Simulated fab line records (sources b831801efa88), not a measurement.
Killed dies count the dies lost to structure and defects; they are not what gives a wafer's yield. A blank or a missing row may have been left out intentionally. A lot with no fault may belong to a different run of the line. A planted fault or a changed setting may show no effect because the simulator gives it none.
Problem report, 8D (eight disciplines) form, completed by code ; flow gf180mcu ; the parts of the form that need people (team, actions taken, sign-off) are left out

== 1. WHAT WENT WRONG ==
HV_LDD_CVD_54_THK at GF_HV_LDD_THK_MEAS_55 reads a mean of 18.41 nm on 3 wafers of 1 lot; wafers without a fault read 10.03 nm with a standard deviation of 0.15. That puts it +56 standard deviations away from the usual mean.
Earliest sighting: wafer L544.2 on film-metro-01 at day 15 01:05. Wafers with a number at this step in the record: 39, from 13 lots. Rule for "out", or "out of limits": more than 4 standard deviations from the usual mean. All remaining wafers that have a number are taken as sound.

== 2. WHAT IT IS; WHAT IT IS NOT ==
question;is;is not
which readings at this step;HV_LDD_CVD_54_THK;-
which lots;L544;L537, L540, L541, L542, L552, L553, L554, L555, L556, L557, L558, L559
which wafers of those lots;all that have a number;-
read on which gauges;film-metro-01;film-metro-03, film-metro-04
when;from day 15 01:05;"up to then (12 sound wafers); but 24 sound wafers of L552, L553, L554, L555, L556, L557, L558, L559 came after"

== 3. SUSPECTS, AND WHAT RULES EACH OUT ==
Counting: any tool at a process step up to the reading is kept as a suspect provided that every lot that is out went through it and no sound lot did after the first of them.
- the gauge at GF_HV_LDD_THK_MEAS_55: kept. All the wafers that are out were read on film-metro-01, and no step on other tools shows them out.
- lpcvd-01 at GF_HV_LDD_CVD_54 (deposits SiO2 from TEOS, target thk 10 nm, time 75 s): ruled out as a lasting fault. After its first lot that is out, L544 (day 15 00:03), sound lots L557, L558 ran on it.
After counting, what remains is film-metro-01 at GF_HV_LDD_THK_MEAS_55.

== 4. THE CAUSE (what the simulator had put in) ==
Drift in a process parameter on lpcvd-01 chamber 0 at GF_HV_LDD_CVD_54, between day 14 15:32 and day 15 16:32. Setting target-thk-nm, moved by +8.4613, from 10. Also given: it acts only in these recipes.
The count ruled it out by mistake, since the rule takes a fault to strike every lot its tool runs from the start of the fault on, and this one did not do so.

== 5. SEQUENCE OF EFFECTS, ordered by route ==
Each row: a reading whose mean over the struck wafers that have a number lies more than 3 standard deviations from the usual. Readings are gone through only where the record gives a usual standard deviation; hours: the median, over the lots, of the time from a lot's start at the first step in this table giving one to that lot's start at this step; sigmas: the change measured in usual standard deviations.
hours;step;reading;usual;on struck wafers;change;sigmas
0;GF_HV_LDD_THK_MEAS_55;HV_LDD_CVD_54_THK;10.03 nm;18.41;+8.38;+56
Later measuring or inspecting steps at which every struck wafer that the step has a row for has a number for every such reading, and none has moved that far: GF_NSD_OVL_MEAS_08, GF_NSD_TW_MEAS_12.

== 6. HOW IT WOULD HAVE BEEN CAUGHT EARLIER ==
Counted from the fault's start at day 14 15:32, it took 10 hours until the first out-of-limits reading at a measuring or inspecting step in this record, taken at day 15 01:05.
No tool reading at GF_HV_LDD_CVD_54 that has a usual standard deviation in the record was out on any struck wafer, so an alarm limit of 4 standard deviations on those readings would not have fired.
